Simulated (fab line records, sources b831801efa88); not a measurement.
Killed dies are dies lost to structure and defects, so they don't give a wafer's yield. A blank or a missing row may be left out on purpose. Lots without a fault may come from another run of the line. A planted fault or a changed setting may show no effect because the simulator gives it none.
Which tool did it? | flow sky130 | 7 lots, 21 wafers sampled, at 3 steps of a route of 708

WHAT THE GAUGES READ, wafer by wafer
SKY_VIA1_RS_MEAS_22: measures by four-point-probe.
lot  | measured     | on            | VIA1_W_RS (ohm/sq)
L899 | day 34 04:59 | film_metro-03 | 0.431 0.432 0.431
L902 | day 35 01:20 | film_metro-03 | 0.419 0.422 0.420
L904 | day 35 18:20 | film_metro-01 | 0.427 0.429 0.421
L907 | day 36 22:55 | film_metro-01 | 0.421 0.422 0.429
L912 | day 38 07:28 | film_metro-03 | 0.417 0.424 0.419
L914 | day 40 04:20 | film_metro-04 | 59.769 58.414 59.594
L921 | day 40 20:26 | film_metro-04 | 0.427 0.431 0.431

WHICH TOOL RAN EACH LOT (tool, then ch and the chambers of the sampled wafers, then the start)
lot  | SKY_VIA1_STRIP_16                    | SKY_VIA1_CVD_21
L899 | plasma_asher-03 ch 0,1, day 34 04:14 | cvd_w-01 ch 0,1, day 34 04:53
L902 | plasma_asher-03 ch 0,1, day 35 00:29 | cvd_w-01 ch 0, day 35 01:10
L904 | plasma_asher-03 ch 0,1, day 35 17:35 | cvd_w-01 ch 0,1, day 35 18:14
L907 | plasma_asher-01 ch 0,1, day 36 22:08 | cvd_w-01 ch 0,1, day 36 22:47
L912 | plasma_asher-03 ch 0,1, day 38 06:43 | cvd_w-01 ch 0,1, day 38 07:22
L914 | plasma_asher-01 ch 0,1, day 40 03:32 | cvd_w-02 ch 0,1, day 40 04:14
L921 | plasma_asher-01 ch 0,1, day 40 19:39 | cvd_w-01 ch 0,1, day 40 20:20
- SKY_VIA1_STRIP_16: strips in O2/N2.
- SKY_VIA1_CVD_21: deposits W, target thk 270 nm, time 80.902 s.

THE ANSWER, worked out from the rows above alone
Rule: what is usual is taken from the lots themselves. Put in order of their means at a reading, lots are off if they are a third of the lots or fewer, leave a main group of 4 or more, and stand apart from it by a gap of 3 or more times the standard deviation of the main group's means; of several such gaps the widest counts. A main group whose means are all the same, to the digits that the tables above print for the reading, isn't used. A lot without any number at a reading at which 4 lots or more have one is off too. The other lots that the step has rows for count as sound.
Off: L914, at SKY_VIA1_RS_MEAS_22 (VIA1_W_RS). The main group: mean 0.425 ohm/sq, standard deviation 0.0043.
A tool fits if, at a process step before that reading, it ran every lot that is off, and no sound lot after the first of them. The gauges at SKY_VIA1_RS_MEAS_22 are tried like those tools. One fits: cvd_w-02 at SKY_VIA1_CVD_21. It ran no sound lot before its first lot that is off in this sample, so the start can't be narrowed down.

WHAT THE SIMULATOR HAD PUT IN
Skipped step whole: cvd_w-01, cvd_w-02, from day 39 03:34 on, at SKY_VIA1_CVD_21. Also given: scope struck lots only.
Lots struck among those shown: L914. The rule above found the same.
